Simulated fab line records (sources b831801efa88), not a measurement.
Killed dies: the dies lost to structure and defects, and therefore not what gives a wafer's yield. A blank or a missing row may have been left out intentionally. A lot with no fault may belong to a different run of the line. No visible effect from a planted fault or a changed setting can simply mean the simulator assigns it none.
fab line records | flow sky130
record lots=5 wafers=27
route steps=708 shown CAPM@539 METAL4@600 METAL5@664 PASSIVATION@692
start-h: hours from the record's opening day to when the first of the lot's shown wafers began | wait-h: hours since the lot's step before | " same as the row above | L1.1+2: several wafers, shown together as one row | - no value, or no start given | * or withheld: withheld | < > ~ a bound
route shown NAME@n: a module of which the file shows steps, and the number in the route of the first | usual: the fault-free wafers' mean and standard deviation | same: alike in all rows | chamber/n: place in a boat | sites: readings site by site | _std_site: how widely they spread, as a standard deviation | _edge_site: the outer-site mean with the inner-site mean subtracted | radius-mm: how far each site lies from the wafer's centre | mask NAME#n: copy n | behind: tool/chamber where the wafer was last shaped | hold: the reason the lot was held/the length of the hold in hours/how it ended | device: whichever transistor did not switch (one of n, p or np) | end of line: the route-end tests of the same wafers | a step given without rows: its recipe and nothing more | killed: the dies lost at the first sort to structure and to defects; this is not the yield of the wafer | map: the dies of a wafer, with x for killed, . for not killed, _ for no die there
set.NAME: the setting the step ran with; set.NAME@STEP: the setting that earlier step ran with | model.NAME: the simulator's own value behind a step, which no gauge read
one table per step and one row per wafer, for lots whose settings were changed on purpose
## steps
# step SKY_CAPM_SPUTTER_02
# recipe material=TiN target-thk-nm=200 temp-c=300 power-w=6500 time-s=166.7 chamber-pressure-pa=0.4
# columns lot.wafer tool chamber start-h wait-h set.time-s model.TiN_of_CAPM_SPUTTER_02.thk-nm
L077.1 pvd-sputter-04 - 893.30 0.1 239.3 288.6
L077.2 " - " " 239.3 289.5
L077.3 " - " " 239.3 289.9
L077.4 " - " " 166.7 202.7
L077.5+6 " - " " 166.7 203.3
L080.1 pvd-sputter-04 - 914.52 0.1 166.7 201.5
L080.2 " - " " 166.7 197.3
L080.3 " - " " 166.7 198.3
L080.4 " - " " 166.7 199.9
L080.5 " - " " 166.7 200.9
L080.6 " - " " 166.7 198.1
L082.1 pvd-sputter-02 - 917.02 0.1 166.7 199.2
L082.2 " - " " 166.7 196.9
L082.3 " - " " 166.7 198.1
L082.4 " - " " 166.7 196.6
L082.5 " - " " 166.7 199
L082.6 " - " " 166.7 197
L084.1 pvd-sputter-04 - 920.91 0.1 166.7 198.4
L084.2 " - " " 166.7 200.6
L084.4 " - " " 166.7 199.3
L085.1 pvd-sputter-04 - 932.74 0.1 76.51 94.33
L085.2 " - " " 166.7 203.9
L085.3 " - " " 166.7 204.6
L085.4 " - " " 166.7 204.2
L085.5 " - " " 76.51 94.93
L085.6 " - " " 76.51 96.07
# step SKY_CAPM_RS_MEAS_03
# recipe thk-meas-gauge=four-point-probe reads=TiN_of_CAPM_SPUTTER_02
# usual CAPM_TIN_RS=6.90/0.088
# columns lot.wafer tool chamber start-h wait-h set.time-s@CAPM_SPUTTER_02 CAPM_TIN_RS[ohm/sq]
L077.1 film-metro-02 - 893.41 0.1 239.3 4.75
L077.2 " - " " 239.3 4.73
L077.3 " - " " 239.3 4.73
L077.4 " - " " 166.7 6.82
L077.5 " - " " 166.7 6.78
L077.6 " - " " 166.7 6.79
L080.1 film-metro-02 - 914.63 0.1 166.7 6.86
L080.2 " - " " 166.7 7.00
L080.3 " - " " 166.7 6.97
L080.4 " - " " 166.7 6.92
L080.5 " - " " 166.7 6.88
L080.6 " - " " 166.7 6.97
L082.1 film-metro-04 - 917.13 0.1 166.7 6.94
L082.2 " - " " 166.7 7.03
L082.3 " - " " 166.7 6.98
L082.4 " - " " 166.7 7.03
L082.5 " - " " 166.7 6.94
L082.6 " - " " 166.7 7.01
L084.1 film-metro-04 - 921.01 0.1 166.7 6.96
L084.2 " - " " 166.7 6.90
L084.4 " - " " 166.7 6.93
L085.1 film-metro-02 - 932.85 0.1 76.51 15.02
L085.2 " - " " 166.7 6.77
L085.3 " - " " 166.7 6.75
L085.4 " - " " 166.7 6.76
L085.5 " - " " 76.51 14.95
L085.6 " - " " 76.51 14.74
# step SKY_CAPM_THK_MEAS_04
# recipe thk-meas-gauge=xrf reads=TiN_of_CAPM_SPUTTER_02
# usual CAPM_TIN_THK=197.9/2.6
# columns lot.wafer tool chamber start-h wait-h set.time-s@CAPM_SPUTTER_02 CAPM_TIN_THK[nm]
L077.1 film-metro-02 - 893.53 0.1 239.3 284.9
L077.2 " - " " 239.3 286.3
L077.3 " - " " 239.3 286.1
L077.4 " - " " 166.7 200.5
L077.5 " - " " 166.7 200.1
L077.6 " - " " 166.7 201.4
L080.1 film-metro-02 - 914.75 0.1 166.7 198.4
L080.2 " - " " 166.7 194.6
L080.3 " - " " 166.7 195.4
L080.4 " - " " 166.7 197.2
L080.5 " - " " 166.7 198.5
L080.6 " - " " 166.7 195.0
L082.1 film-metro-04 - 917.25 0.1 166.7 197.7
L082.2 " - " " 166.7 195.8
L082.3 " - " " 166.7 197.2
L082.4 " - " " 166.7 195.7
L082.5 " - " " 166.7 197.8
L082.6 " - " " 166.7 195.8
L084.1 film-metro-04 - 921.13 0.1 166.7 197.6
L084.2 " - " " 166.7 198.7
L084.4 " - " " 166.7 198.7
L085.1 film-metro-02 - 932.97 0.1 76.51 92.9
L085.2 " - " " 166.7 200.3
L085.3 " - " " 166.7 201.5
L085.4 " - " " 166.7 201.4
L085.5 " - " " 76.51 93.4
L085.6 " - " " 76.51 94.8
# step SKY_CAPM_DEHYDRATE_05
# recipe temp-c=200 time-s=60
# step SKY_CAPM_HMDS_06
# recipe prime-time-s=60 prime-temp-c=120
# step SKY_CAPM_DEVELOP_11
# recipe resist=NOVOLAK developer=TMAH develop-time-s=60 dev-temp-c=23
# step SKY_CAPM_METAL_ETCH_13
# recipe target-depth-nm=220 stop-on=SiO2 chemistry=Cl2/BCl3 target=TiN pressure-mtorr=10 icp-w=900 bias-w=48.5 Cl2_flow_sccm=60 bcl3-flow-sccm=30 time-s=62.9
# usual oes-product-au=0.942/0.008
# columns lot.wafer tool chamber start-h wait-h set.time-s@CAPM_SPUTTER_02 oes-product-au
L077.1 rie-metal-01 1 918.47 0.0 239.3 1.004
L077.2 " 0 " " 239.3 0.994
L077.3 " 0 " " 239.3 1.006
L077.4 " 1 " " 166.7 0.950
L077.5 " 0 " " 166.7 0.939
L077.6 " 1 " " 166.7 0.948
L080.1 rie-metal-02 1 939.06 0.0 166.7 0.944
L080.2 " 1 " " 166.7 0.931
L080.3 " 1 " " 166.7 0.940
L080.4 " 1 " " 166.7 0.942
L080.5 " 1 " " 166.7 0.946
L080.6 " 1 " " 166.7 0.934
L082.1 rie-metal-01 1 941.41 0.0 166.7 0.933
L082.2 " 0 " " 166.7 0.928
L082.3 " 1 " " 166.7 0.933
L082.4 " 0 " " 166.7 0.939
L082.5 " 1 " " 166.7 0.942
L082.6 " 0 " " 166.7 0.936
L084.1 rie-metal-02 1 944.71 0.0 166.7 0.933
L084.2 " 0 " " 166.7 0.954
L084.4 " 0 " " 166.7 0.935
L085.1 rie-metal-04 1 955.92 0.0 76.51 0.648
L085.2 " 0 " " 166.7 0.951
L085.3 " 1 " " 166.7 0.956
L085.4 " 0 " " 166.7 0.953
L085.5 " 0 " " 76.51 0.647
L085.6 " 1 " " 76.51 0.637
# step SKY_METAL4_SPUTTER_02
# recipe material=AlCu target-thk-nm=735 power-w=10600 time-s=39.1 chamber-pressure-pa=0.4
# columns lot.wafer tool chamber start-h wait-h set.time-s model.AlCu_of_METAL4_SPUTTER_02.thk-nm
L077.1 pvd-sputter-03 - 971.30 0.0 39.1 724.3
L077.2 " - " " 39.1 737.4
L077.3 " - " " 39.1 734.6
L077.4 " - " " 39.1 724.4
L077.5 " - " " 39.1 738.6
L077.6 " - " " 39.1 726.4
L080.1 pvd-sputter-04 - 990.51 0.0 39.1 727
L080.2 " - " " 39.1 721.5
L080.3 " - " " 39.1 737.6
L080.4 " - " " 39.1 720.8
L080.5 " - " " 39.1 718.1
L080.6 " - " " 39.1 723.1
L082.1 pvd-sputter-04 - 992.13 0.0 39.1 722.3
L082.2 " - " " 39.1 729.4
L082.3 " - " " 39.1 728.1
L082.4 " - " " 24.06 450.2
L082.5 " - " " 24.06 440.6
L082.6 " - " " 24.06 438.6
L084.1 pvd-sputter-01 - 995.76 0.0 39.1 728
L084.2 " - " " 39.1 723.4
L084.4 " - " " 39.1 727.7
L085.1 pvd-sputter-04 - 1006.50 0.0 19.45 354.2
L085.2 " - " " 19.45 359.6
L085.3 " - " " 39.1 727.4
L085.4 " - " " 19.45 369
L085.5 " - " " 39.1 720.5
L085.6 " - " " 39.1 733.5
# step SKY_METAL4_ETCH_17
# recipe target=SiO2 stop-on=TiN chemistry=C4F8/O2/Ar source-w=1500 bias-w=1200 pressure-mtorr=40 c4f8-flow-sccm=withheld O2_flow_sccm=6 Ar_flow_sccm=300 time-s=3.9 target-depth-a=150
# usual oes-product-au=0.752/0.0078
# columns lot.wafer tool chamber start-h wait-h set.time-s oes-product-au
L077.1 rie-diel-01 1 1017.57 0.1 3.9 0.756
L077.2 " 0 " " 5.914 0.642
L077.3 " 3 " " 3.9 0.752
L077.4 " 2 " " 5.914 0.638
L077.5 " 1 " " 3.9 0.754
L077.6 " 0 " " 5.914 0.649
L080.1 rie-diel-04 0 1036.51 0.1 3.9 0.749
L080.2 " 2 " " 3.9 0.741
L080.3 " 3 " " 3.9 0.735
L080.4 " 1 " " 2.636 0.943
L080.5 " 3 " " 2.636 0.932
L080.6 " 0 " " 2.636 0.933
L082.1 rie-diel-01 0 1038.89 0.2 1.868 1.000
L082.2 " 3 " " 1.868 0.997
L082.3 " 1 " " 3.9 0.741
L082.4 " 2 " " 3.9 0.758
L082.5 " 2 " " 3.9 0.756
L082.6 " 1 " " 1.868 0.992
L084.1 rie-diel-02 3 1042.75 0.2 3.9 0.759
L084.2 " 0 " " 3.9 0.760
L084.4 " 1 " " 3.9 0.756
L085.1 rie-diel-04 0 1052.99 0.2 5.67 0.644
L085.2 " 2 " " 3.9 0.743
L085.3 " 3 " " 3.9 0.747
L085.4 " 1 " " 5.67 0.649
L085.5 " 0 " " 3.9 0.743
L085.6 " 3 " " 5.67 0.649
# step SKY_METAL4_METAL_ETCH_18
# recipe target-depth-a=8450 stop-on=SiO2 over-etch-frac=0.3 time-s=183.1 chemistry=Cl2/BCl3 resist-sidewall-deg=88 pressure-mtorr=10 icp-w=900 bias-w=48.5 Cl2_flow_sccm=60 bcl3-flow-sccm=30
# usual oes-product-au=0.864/0.0063
# columns lot.wafer tool chamber start-h wait-h set.time-s@METAL4_SPUTTER_02 oes-product-au
L077.1 rie-metal-01 1 1017.59 0.0 39.1 0.853
L077.2 " 1 " " 39.1 0.866
L077.3 " 1 " " 39.1 0.875
L077.4 " 1 " " 39.1 0.864
L077.5 " 1 " " 39.1 0.863
L077.6 " 1 " " 39.1 0.860
L080.1 rie-metal-03 1 1036.53 0.0 39.1 0.854
L080.2 " 0 " " 39.1 0.852
L080.3 " 0 " " 39.1 0.867
L080.4 " 1 " " 39.1 0.860
L080.5 " 0 " " 39.1 0.853
L080.6 " 1 " " 39.1 0.851
L082.1 rie-metal-03 1 1038.91 0.0 39.1 0.862
L082.2 " 0 " " 39.1 0.861
L082.3 " 1 " " 39.1 0.859
L082.4 " 0 " " 24.06 0.706
L082.5 " 0 " " 24.06 0.704
L082.6 " 1 " " 24.06 0.698
L084.1 rie-metal-03 0 1042.77 0.0 39.1 0.849
L084.2 " 1 " " 39.1 0.860
L084.4 " 1 " " 39.1 0.862
L085.1 rie-metal-03 0 1053.01 0.0 19.45 0.646
L085.2 " 1 " " 19.45 0.651
L085.3 " 0 " " 39.1 0.862
L085.4 " 1 " " 19.45 0.664
L085.5 " 1 " " 39.1 0.849
L085.6 " 0 " " 39.1 0.863
# step SKY_METAL5_SPUTTER_03
# recipe material=Ti target-thk-nm=5 power-w=3000 time-s=3.3 chamber-pressure-pa=0.4
# columns lot.wafer tool chamber start-h wait-h set.time-s model.Ti_of_METAL5_SPUTTER_03.thk-nm
L077.1 pvd-sputter-03 - 1043.79 0.0 2.391 3.441
L077.2 " - " " 3.3 4.841
L077.3 " - " " 2.391 3.629
L077.4 " - " " 3.3 4.957
L077.5 " - " " 3.3 4.852
L077.6 " - " " 2.391 3.576
L080.1 pvd-sputter-03 - 1061.59 0.0 3.3 5.178
L080.2 " - " " 3.3 5.143
L080.3 " - " " 3.3 4.975
L080.4 " - " " 3.3 5.152
L080.5 " - " " 3.3 5.092
L080.6 " - " " 3.3 5.229
L082.1 pvd-sputter-03 - 1063.36 0.0 3.3 5.103
L082.2 " - " " 3.3 5.057
L082.3 " - " " 3.3 5.006
L082.4 " - " " 3.3 5.087
L082.5 " - " " 3.3 5.182
L082.6 " - " " 3.3 5.148
L084.1 pvd-sputter-02 - 1067.75 0.0 3.3 5.2
L084.2 " - " " 3.3 5.063
L084.4 " - " " 3.3 5.156
L085.1 pvd-sputter-03 - 1077.37 0.0 2.4 3.801
L085.2 " - " " 2.4 3.776
L085.3 " - " " 3.3 5.112
L085.4 " - " " 3.3 5.205
L085.5 " - " " 3.3 5.141
L085.6 " - " " 2.4 3.654
# step SKY_PASSIVATION_ETCH_11
# recipe chemistry=CF4/O2 target-depth-nm=725 stop-on=AlCu source-w=800 bias-w=150 pressure-mtorr=150 cf4-flow-sccm=80 O2_flow_sccm=10 time-s=161.1
# columns lot.wafer tool chamber start-h wait-h set.time-s model.PASSIVATION.feature-depth-nm model.coat_of_PASSIVATION_COAT_06.thk-nm
L077.1 rie-diel-01 3 1088.38 - 88.37 397.4 2728
L077.2 " 1 " " 88.37 390.5 2724
L077.3 " 0 " " 161.1 699.4 2500
L077.4 " 2 " " 88.37 392.6 2724
L077.5 " 3 " " 161.1 715.3 2510
L077.6 " 2 " " 161.1 710.7 2504
L080.1 rie-diel-02 1 1102.99 - 161.1 702.4 2514
L080.2 " 0 " " 121.5 546.5 2633
L080.3 " 3 " " 121.5 564.6 2619
L080.4 " 2 " " 161.1 716.6 2506
L080.5 " 2 " " 121.5 550.8 2628
L080.6 " 1 " " 161.1 702.4 2523
L082.1 rie-diel-02 2 1104.24 - 161.1 713.5 2528
L082.2 " 3 " " 87.67 402.7 2728
L082.3 " 1 " " 87.67 390.1 2737
L082.4 " 0 " " 161.1 714.7 2523
L082.5 " 2 " " 161.1 715.2 2504
L082.6 " 3 " " 87.67 401.4 2730
L084.1 rie-diel-02 0 1109.79 - 161.1 711.4 2508
L084.2 " 2 " " 161.1 696.8 2512
L084.4 " 3 " " 161.1 716.3 2497
L085.1 rie-diel-03 2 1117.24 - 161.1 701.8 2519
L085.2 " 0 " " 161.1 700.3 2513
L085.3 " 3 " " 161.1 700.1 2520
L085.4 " 1 " " 161.1 713.3 2520
L085.5 " 0 " " 161.1 712.7 2515
L085.6 " 1 " " 161.1 713.1 2508
# step SKY_PASSIVATION_STRIP_12
# recipe chemistry=O2/N2 power-w=1400 pressure-mtorr=1500 platen-temp-c=withheld overash-fraction=0.7 o2-flow-sccm=3000 n2-flow-sccm=300
# usual strip-time-to-endpoint-s=31.48/0.1
# columns lot.wafer tool chamber start-h wait-h set.time-s@PASSIVATION_ETCH_11 strip-time-to-endpoint-s
L077.1 plasma-asher-01 1 1088.49 0.1 88.37 33.95
L077.2 " 0 " " 88.37 33.92
L077.3 " 1 " " 161.1 31.32
L077.4 " 0 " " 88.37 33.93
L077.5 " 0 " " 161.1 31.43
L077.6 " 1 " " 161.1 31.38
L080.1 plasma-asher-01 0 1103.10 0.1 161.1 31.48
L080.2 " 1 " " 121.5 32.87
L080.3 " 1 " " 121.5 32.69
L080.4 " 0 " " 161.1 31.40
L080.5 " 1 " " 121.5 32.80
L080.6 " 0 " " 161.1 31.60
L082.1 plasma-asher-04 1 1104.35 0.1 161.1 31.67
L082.2 " 0 " " 87.67 33.96
L082.3 " 0 " " 87.67 34.07
L082.4 " 1 " " 161.1 31.59
L082.5 " 1 " " 161.1 31.39
L082.6 " 0 " " 87.67 34.00
L084.1 plasma-asher-04 1 1109.90 0.1 161.1 31.41
L084.2 " 0 " " 161.1 31.45
L084.4 " 0 " " 161.1 31.29
L085.1 plasma-asher-01 0 1117.35 0.1 161.1 31.55
L085.2 " 1 " " 161.1 31.49
L085.3 " 0 " " 161.1 31.56
L085.4 " 1 " " 161.1 31.57
L085.5 " 1 " " 161.1 31.50
L085.6 " 0 " " 161.1 31.41
## key
split step=SKY_CAPM_SPUTTER_02 setting=time-s stated=166.7 by=wafer
response step=SKY_CAPM_SPUTTER_02 reading=model.TiN_of_CAPM_SPUTTER_02.thk-nm change=+2 per=1% r=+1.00
response step=SKY_CAPM_RS_MEAS_03 reading=CAPM_TIN_RS change=-0.11 per=1% r=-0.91
response step=SKY_CAPM_THK_MEAS_04 reading=CAPM_TIN_THK change=+1.97 per=1% r=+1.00
response step=SKY_CAPM_METAL_ETCH_13 reading=oes-product-au change=+0.00397 per=1% r=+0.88
split step=SKY_METAL4_SPUTTER_02 setting=time-s stated=39.1 by=wafer
response step=SKY_METAL4_SPUTTER_02 reading=model.AlCu_of_METAL4_SPUTTER_02.thk-nm change=+7.32 per=1% r=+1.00
response step=SKY_METAL4_METAL_ETCH_18 reading=oes-product-au change=+0.00409 per=1% r=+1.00
split step=SKY_METAL4_ETCH_17 setting=time-s stated=3.9 by=wafer
response step=SKY_METAL4_ETCH_17 reading=oes-product-au change=-0.00343 per=1% r=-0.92
split step=SKY_METAL5_SPUTTER_03 setting=time-s stated=3.3 by=wafer
response step=SKY_METAL5_SPUTTER_03 reading=model.Ti_of_METAL5_SPUTTER_03.thk-nm change=+0.05 per=1% r=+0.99
split step=SKY_PASSIVATION_ETCH_11 setting=time-s stated=161.1 by=wafer
response step=SKY_PASSIVATION_ETCH_11 reading=model.PASSIVATION.feature-depth-nm change=+6.87 per=1% r=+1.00
response step=SKY_PASSIVATION_ETCH_11 reading=model.coat_of_PASSIVATION_COAT_06.thk-nm change=-4.76 per=1% r=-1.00
response step=SKY_PASSIVATION_STRIP_12 reading=strip-time-to-endpoint-s change=* per=1% r=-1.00
